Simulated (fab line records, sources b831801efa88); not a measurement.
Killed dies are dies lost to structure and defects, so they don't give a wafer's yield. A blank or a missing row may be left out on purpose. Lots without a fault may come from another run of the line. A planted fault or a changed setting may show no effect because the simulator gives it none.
Which tool did it? | flow gf180mcu | 7 lots, 21 wafers sampled, at 2 steps of a route of 602

WHAT THE GAUGES READ, wafer by wafer
GF_V2_CD_MEAS_14: target cd 260 nm.
lot  | measured     | on        | cd_nm (nm)
L253 | day 20 17:23 | cd_sem-01 | 260.5 260.4 259.4
L254 | day 21 05:22 | cd_sem-02 | 260.6 261.3 261.5
L258 | day 22 07:46 | cd_sem-01 | 260.8 259.2 260.2
L262 | day 23 18:14 | cd_sem-02 | 261.2 260.4 261.4
L265 | day 24 20:40 | cd_sem-02 | 260.2 260.6 260.2
L268 | day 25 13:46 | cd_sem-02 | 261.3 261.0 261.2
L272 | day 27 09:46 | cd_sem-02 | 259.8 260.1 259.8

WHICH TOOL RAN EACH LOT (tool, then ch and the chambers of the sampled wafers, then the start)
lot  | GF_M2_SPUTTER_04
L253 | pvd_sputter-01, day 18 16:32
L254 | pvd_sputter-01, day 19 03:51
L258 | pvd_sputter-04, day 20 08:08
L262 | pvd_sputter-04, day 21 19:08
L265 | pvd_sputter-01, day 22 21:52
L268 | pvd_sputter-04, day 23 15:53
L272 | pvd_sputter-04, day 25 14:40
- GF_M2_SPUTTER_04: material TiN, target thk 50 nm, time 41.7 s.

THE ANSWER, worked out from the rows above alone
Rule: what is usual is taken from the lots themselves. Put in order of their means at a reading, lots are off if they are a third of the lots or fewer, leave a main group of 4 or more, and stand apart from it by a gap of 3 or more times the standard deviation of the main group's means; of several such gaps the widest counts. A main group whose means are all the same, to the digits that the tables above print for the reading, isn't used. A lot without any number at a reading at which 4 lots or more have one is off too. The other lots that the step has rows for count as sound.
No lot is off at any reading shown: from this, nothing can be told.

WHAT THE SIMULATOR HAD PUT IN
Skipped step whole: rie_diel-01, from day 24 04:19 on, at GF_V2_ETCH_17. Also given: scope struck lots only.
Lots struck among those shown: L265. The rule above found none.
